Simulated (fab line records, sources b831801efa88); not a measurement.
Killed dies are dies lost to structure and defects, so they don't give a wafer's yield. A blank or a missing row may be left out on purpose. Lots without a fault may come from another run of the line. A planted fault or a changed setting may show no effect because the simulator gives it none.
Which tool did it? | flow gf180mcu | 14 lots, 42 wafers sampled, at 3 steps of a route of 602

WHAT THE GAUGES READ, wafer by wafer
GF_NWELL_OVL_MEAS_07. Usual: NWELL_OVL -0.1 nm, standard deviation 1.6.
lot  | measured    | on         | NWELL_OVL (nm) | flag
L410 | day 3 10:02 | overlay-01 | 1.0 -0.5 0.7   |
L411 | day 3 13:22 | overlay-01 | -1.9 -0.5 -2.6 |
L415 | day 4 11:23 | overlay-02 | -1.3 -1.9 -0.7 |
L417 | day 4 23:54 | overlay-01 | 3.4 3.6 3.2    |
L418 | day 5 06:23 | overlay-01 | 1.7 1.8 0.8    |
L423 | day 6 12:31 | overlay-01 | 0.4 1.8 2.3    |
L424 | day 6 14:21 | overlay-02 | -0.1 0.1 0.3   |
L425 | day 6 17:55 | overlay-02 | 2.7 1.5 1.6    |
L427 | day 7 05:52 | overlay-02 | -2.2 -0.4 -0.3 |
L428 | day 7 10:04 | overlay-02 | -1.7 -0.7 -1.6 |
L429 | day 7 15:01 | overlay-02 | -1.5 -1.6 0.9  |
L431 | day 8 02:32 | overlay-01 | 2.9 0.5 3.3    |
L432 | day 8 06:09 | overlay-01 | -2.7 -0.5 -2.4 |
L433 | day 8 13:14 | overlay-02 | 2.2 -0.6 1.3   |

GF_MVPSD_OVL_MEAS_07. Usual: MVPSD_OVL 0.4 nm, standard deviation 1.3.
lot  | measured     | on         | MVPSD_OVL (nm) | flag
L410 | day 5 04:03  | overlay-01 | 0.6 1.5 1.6    |
L411 | day 5 07:48  | overlay-02 | 1.3 1.8 0.7    |
L415 | day 6 07:43  | overlay-01 | -0.3 0.1 -0.3  |
L417 | day 6 21:25  | overlay-02 | 1.7 -0.6 0.3   |
L418 | day 7 03:19  | overlay-02 | 1.0 -0.7 0.5   |
L423 | day 8 13:01  | overlay-01 | 2.8 2.5 3.3    |
L424 | day 8 15:24  | overlay-02 | -0.7 -0.8 -0.1 |
L425 | day 8 18:10  | overlay-02 | -1.1 -0.6 -1.0 |
L427 | day 9 07:37  | overlay-02 | -0.4 0.5 1.0   |
L428 | day 9 12:00  | overlay-02 | 0.2 -1.6 -0.9  |
L429 | day 9 17:03  | overlay-02 | 4.8 0.9 0.0    |
L431 | day 10 06:43 | overlay-02 | 0.8 -0.2 -2.7  |
L432 | day 10 10:10 | overlay-02 | 1.9 -0.4 2.0   |
L433 | day 10 18:59 | overlay-01 | 3.4 2.1 1.3    |

GF_VT_IMPLANT_OVL_MEAS_29. Usual: VT_IMPLANT_02_OVL -0.2 nm, standard deviation 1.3.
lot  | measured     | on         | VT_IMPLANT_02_OVL (nm) | flag
L410 | day 7 00:31  | overlay-02 | -1.7 -1.8 -2.1         |
L411 | day 7 04:31  | overlay-02 | 1.1 0.4 0.3            |
L415 | day 8 07:13  | overlay-02 | -0.3 -1.2 0.1          |
L417 | day 8 21:34  | overlay-01 | -0.1 -0.9 0.6          |
L418 | day 9 05:19  | overlay-02 | -1.9 -0.7 -2.1         |
L423 | day 10 17:04 | overlay-01 | -0.9 -1.5 -0.2         |
L424 | day 10 19:21 | overlay-02 | 0.6 0.2 0.9            |
L425 | day 10 22:40 | overlay-02 | 0.7 1.3 2.2            |
L427 | day 11 14:05 | overlay-02 | -1.3 1.3 1.0           |
L428 | day 11 18:04 | overlay-02 | 0.5 -0.4 0.9           |
L429 | day 12 01:00 | overlay-01 | 0.5 1.2 1.9            |
L431 | day 12 15:44 | overlay-02 | 0.7 -0.8 0.4           |
L432 | day 12 19:19 | overlay-02 | -1.3 -0.2 -0.3         |
L433 | day 13 04:30 | overlay-01 | 0.2 -1.1 -0.1          |

WHICH TOOL RAN EACH LOT (tool, then ch and the chambers of the sampled wafers, then the start)
The record holds no process step before these readings.

WHAT THE TOOLS THEMSELVES READ (means of the sampled wafers that have a number; where no wafer has one, the mark that the record gives instead)
The record holds no such reading with a usual standard deviation.

THE ANSWER, worked out from the rows above alone
Rule: a lot is off if the mean of its wafers that have a number lies more than 3 standard deviations from the usual mean. A lot without any number at a reading at which 4 lots or more have one is off too. The other lots that the step has rows for count as sound. The gauges are gone through in route order, then the tools' own readings, and for those a lot's mean is taken as printed above. The first step at which some lot is off is used, and at that step the reading that is off furthest; a lot without a number counts as furthest.
No lot is off at any reading shown: from this, nothing can be told.

WHAT THE SIMULATOR HAD PUT IN
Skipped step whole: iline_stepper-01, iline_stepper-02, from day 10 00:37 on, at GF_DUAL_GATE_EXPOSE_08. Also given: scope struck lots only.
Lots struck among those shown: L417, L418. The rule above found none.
